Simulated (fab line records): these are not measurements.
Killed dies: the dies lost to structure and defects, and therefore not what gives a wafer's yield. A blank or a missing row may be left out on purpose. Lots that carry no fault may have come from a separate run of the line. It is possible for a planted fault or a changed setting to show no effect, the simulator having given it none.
What tool caused it?    flow sky130    6 lots, 18 wafers sampled, at 3 steps of a route of 708

WHAT THE GAUGES READ, wafer by wafer
SKY_CAP2M_OVL_MEAS_12.
lot   measured      on          CAP2M_OVL (nm)
L111  day 41 15:58  overlay-01  0.6 2.8 1.4
L115  day 42 22:07  overlay-02  -0.4 1.0 -0.4
L121  day 44 07:07  overlay-01  0.4 -0.8 -0.7
L127  day 45 19:43  overlay-02  2.7 0.9 0.2
L129  day 46 03:09  overlay-01  -1.6 -1.2 0.6
L131  day 46 13:11  overlay-02  -4.5 -3.0 -0.8

WHAT TOOL EACH LOT RAN ON (gives the tool, then ch and the chambers of the sampled wafers, and finally the start)
lot   SKY_DNWELL_STRIP_08                  SKY_CAP2M_SPUTTER_02
L111  plasma_asher-02 ch 0,1, day 3 15:23  pvd_sputter-03, day 40 16:02
L115  plasma_asher-03 ch 0,1, day 4 15:32  pvd_sputter-03, day 41 22:42
L121  plasma_asher-02 ch 0,1, day 5 22:00  pvd_sputter-04, day 43 08:15
L127  plasma_asher-04 ch 0,1, day 7 03:29  pvd_sputter-03, day 44 22:28
L129  plasma_asher-03 ch 0,1, day 7 16:43  pvd_sputter-03, day 45 05:49
L131  plasma_asher-02 ch 0,1, day 8 02:23  pvd_sputter-03, day 45 16:20
- SKY_DNWELL_STRIP_08: strips in O2/N2.
- SKY_CAP2M_SPUTTER_02: material TiN, target thk 200 nm, time 166.7 s.

THE ANSWER, worked out from the rows above alone
Rule: what is usual is taken from the lots themselves. Put in order of their means at a reading, lots are off if they are a third of the lots or fewer, leave a main group of 4 or more, and stand apart from it by a gap of 3 or more times the standard deviation of the main group's means; of several such gaps the widest counts. A main group is skipped when, at the precision printed for the reading in the tables above, its means are all equal. A lot without any number at a reading at which 4 lots or more have one is off too. Where the step has rows for the other lots, those lots are counted as sound.
None of the lots is off at any reading shown; this tells nothing.

WHAT THE SIMULATOR HAD INSERTED
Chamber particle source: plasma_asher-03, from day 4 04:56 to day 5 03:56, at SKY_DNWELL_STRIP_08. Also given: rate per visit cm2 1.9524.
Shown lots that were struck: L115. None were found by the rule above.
